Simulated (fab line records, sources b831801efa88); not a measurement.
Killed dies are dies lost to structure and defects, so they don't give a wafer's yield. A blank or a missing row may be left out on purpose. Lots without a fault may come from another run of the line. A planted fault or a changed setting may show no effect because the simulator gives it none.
Problem report in the 8D (eight disciplines) form, filled by code | flow sfq_line | the parts of the form that need people (team, actions taken, sign-off) are left out

1. THE PROBLEM
thk_nm at SFQ_TRILAYER_I2_METRO_MEASURE_065 reads a mean of 178.9 nm on 6 wafers of 2 lots; wafers without a fault read 199.7 nm with a standard deviation of 0.97. That is -21 standard deviations from the usual mean.
First seen on wafer L893.2, day 25 13:04, on film_metro-02. The record holds 36 wafers of 12 lots with a number at this step. Rule for "out", or "out of limits": more than 4 standard deviations from the usual mean. The other wafers with a number count as sound.

2. WHAT IT IS AND WHAT IT IS NOT
question                    | is                           | is not
which readings at this step | thk_nm                       | -
which lots                  | L893, L894                   | L881, L882, L883, L884, L888, L892, L897, L901, L902, L904
which wafers of those lots  | all that have a number       | -
read on which tools         | film_metro-01, film_metro-02 | film_metro-03
when                        | from day 25 13:04            | up to then (18 sound wafers); but 12 sound wafers of L897, L901, L902, L904 came after

3. SUSPECTS, AND WHAT RULES EACH OUT
Counting: a tool at a process step up to the reading stays a suspect if it ran every lot that is out and no sound lot after the first of them.
- cmp-01 at SFQ_TRILAYER_I2_CMP_CMP_064 (polishes SiO2): kept. It ran every lot that is out, first L893 (day 25 09:45), and no sound lot after that; its last sound lot up to then is L884 (day 21 03:55).
Left after counting: cmp-01 at SFQ_TRILAYER_I2_CMP_CMP_064.

4. THE CAUSE (what the simulator had put in)
Process parameter drift: cmp-01, from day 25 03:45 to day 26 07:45, at SFQ_TRILAYER_I2_CMP_CMP_064. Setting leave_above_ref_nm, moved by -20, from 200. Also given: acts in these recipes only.
Counting left only this tool.

5. THE CHAIN OF EFFECTS, in route order
Each row: a reading whose mean over the struck wafers that have a number lies more than 3 standard deviations from the usual. Only readings for which the record gives a usual standard deviation are gone through. hours: the time from each lot's start at the first step in this table that gives one to its start at this step, as a median over the lots. sigmas: the change in usual standard deviations.
hours | step                                  | reading        | usual      | on struck wafers | change | sigmas
0     | SFQ_TRILAYER_I2_METRO_MEASURE_065     | thk_nm         | 199.7 nm   | 178.9            | -20.8  | -21
120   | SFQ_TRILAYER_I2_VIA_ETCH_VIA_ETCH_070 | oes_product_au | 0.854 a.u. | 0.805            | -0.049 | -10
The process steps in it:
- SFQ_TRILAYER_I2_METRO_MEASURE_065
- SFQ_TRILAYER_I2_VIA_ETCH_VIA_ETCH_070: etches SiO2 in CHF3, stops on Nb, target depth 260 nm.

6. WHAT WOULD HAVE CAUGHT IT SOONER
In this record the first reading out of limits was taken at day 25 13:04, 9 hours after the fault began at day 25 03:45.
Of the tool readings at SFQ_TRILAYER_I2_CMP_CMP_064 for which the record gives a usual standard deviation, none was out on any struck wafer, so an alarm limit of 4 standard deviations on them would not have fired.
Of the lots that are out (2), L894 began SFQ_TRILAYER_I2_CMP_CMP_064 on cmp-01 after day 25 13:04. A hold on the tool at that time would have spared it.
